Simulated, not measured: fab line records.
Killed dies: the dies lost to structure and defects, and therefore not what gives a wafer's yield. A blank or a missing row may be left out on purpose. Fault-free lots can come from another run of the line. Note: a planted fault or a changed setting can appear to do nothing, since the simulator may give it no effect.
Chamber matching    flow sky130    SKY_VIA2_ETCH_15 on rie diel-03: 4 sister chambers
The step etches SiO2 in C4F8/O2/Ar, stops on TiN, target depth 546 nm, time 84 s. 4 wafers are shown with their chamber, then 11 later ones without.

## WAFERS PAIRED WITH THEIR CHAMBERS
wafer   chamber  oes product au (a.u.)
L080.5  3        0.942
L085.1  2        0.938
L085.5  1        0.945
L088.2  0        0.935

## WAFERS WITH NO CHAMBER GIVEN
wafer   oes product au (a.u.)
L088.3  0.939
L088.5  0.944
L089.1  0.935
L089.4  0.941
L089.5  0.935
L091.1  0.937
L091.2  0.932
L091.4  0.940
L097.1  0.951
L097.3  0.937
L097.5  0.936

## CHAMBER TAKEN BY EACH
wafer   from the rows above                in truth
L088.3  can't be placed: 2 or 3 or 0       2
L088.5  can't be placed: 1 or 3            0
L089.1  can't be placed: 0 or 2            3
L089.4  can't be placed: 3 or 2 or 1       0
L089.5  can't be placed: 0 or 2            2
L091.1  can't be placed: 2 or 0 or 3       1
L091.2  can't be placed: 0 or 2            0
L091.4  can't be placed: 2 or 3 or 0 or 1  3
L097.1  can't be placed: 1 or 3            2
L097.3  can't be placed: 2 or 0 or 3       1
L097.5  can't be placed: 0 or 2            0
0 of 11 placed correctly. These rows do not allow placing 11 (true chamber among the candidates in 5). Wrongly placed: 0.
How it was worked out, from the rows above alone: a wafer's distance from a chamber is the root of the sum, over the readings, of the square of ((its reading less the chamber's mean) divided by the reading's scatter). The wafer belongs to the nearest chamber; if the next one is less than 2 further off, it can't be placed. For every chamber, the mean is computed from those of its wafers that are shown. The scatter: with one shown wafer a chamber, the root of the mean of the squares of how far each hidden wafer lies from its nearest shown one.
